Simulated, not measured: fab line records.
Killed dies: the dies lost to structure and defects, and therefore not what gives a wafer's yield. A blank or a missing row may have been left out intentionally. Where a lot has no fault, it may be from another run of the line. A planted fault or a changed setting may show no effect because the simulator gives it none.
Which tool did it? -- flow gf180mcu -- 18 wafers from 6 lots sampled at 2 of the route's 602 steps

## WHAT THE GAUGES READ, wafer by wafer
GF_HV_LDD_TW_MEAS_38.
lot,measured,on,HV_LDD_3_TW
L995,day 12 00:24,film_metro-04,1427 1435 1426
L100,day 13 15:51,film_metro-01,1441 1434 1442
L102,day 14 07:37,film_metro-01,1441 1443 1442
L105,day 15 01:47,film_metro-04,1423 1427 1427
L109,day 17 00:35,film_metro-03,1430 1433 1444
L114,day 18 10:13,film_metro-03,1427 1430 1433

## EACH LOT AND THE TOOL THAT RAN IT (in order: tool; ch and the chambers of the sampled wafers; start)
lot,GF_VT_IMPLANT_STRIP_20
L995,"plasma_asher-02 ch 0,1, day 6 13:59"
L100,"plasma_asher-04 ch 0,1, day 7 22:34"
L102,"plasma_asher-03 ch 0,1, day 8 10:58"
L105,"plasma_asher-02 ch 0,1, day 9 03:14"
L109,"plasma_asher-04 ch 0,1, day 10 07:22"
L114,"plasma_asher-02 ch 0,1, day 11 14:43"
- GF_VT_IMPLANT_STRIP_20: strips in O2/N2.

## THE ANSWER, worked out from the rows above alone
Rule: the usual values come from the lots themselves. The widest of any qualifying gaps counts: lots, ordered by their means at a reading, are off when they make up no more than a third of the lots, leave a main group of 4 or more, and stand apart from it by 3 or more times the standard deviation of that group's means. A main group whose means are all the same, to the digits that the tables above print for the reading, isn't used. Also off: a lot with no number at a reading for which 4 or more lots have one. The other lots that the step has rows for count as sound.
No lot is off at any reading shown: from this, nothing can be told.

## WHAT THE SIMULATOR PUT IN
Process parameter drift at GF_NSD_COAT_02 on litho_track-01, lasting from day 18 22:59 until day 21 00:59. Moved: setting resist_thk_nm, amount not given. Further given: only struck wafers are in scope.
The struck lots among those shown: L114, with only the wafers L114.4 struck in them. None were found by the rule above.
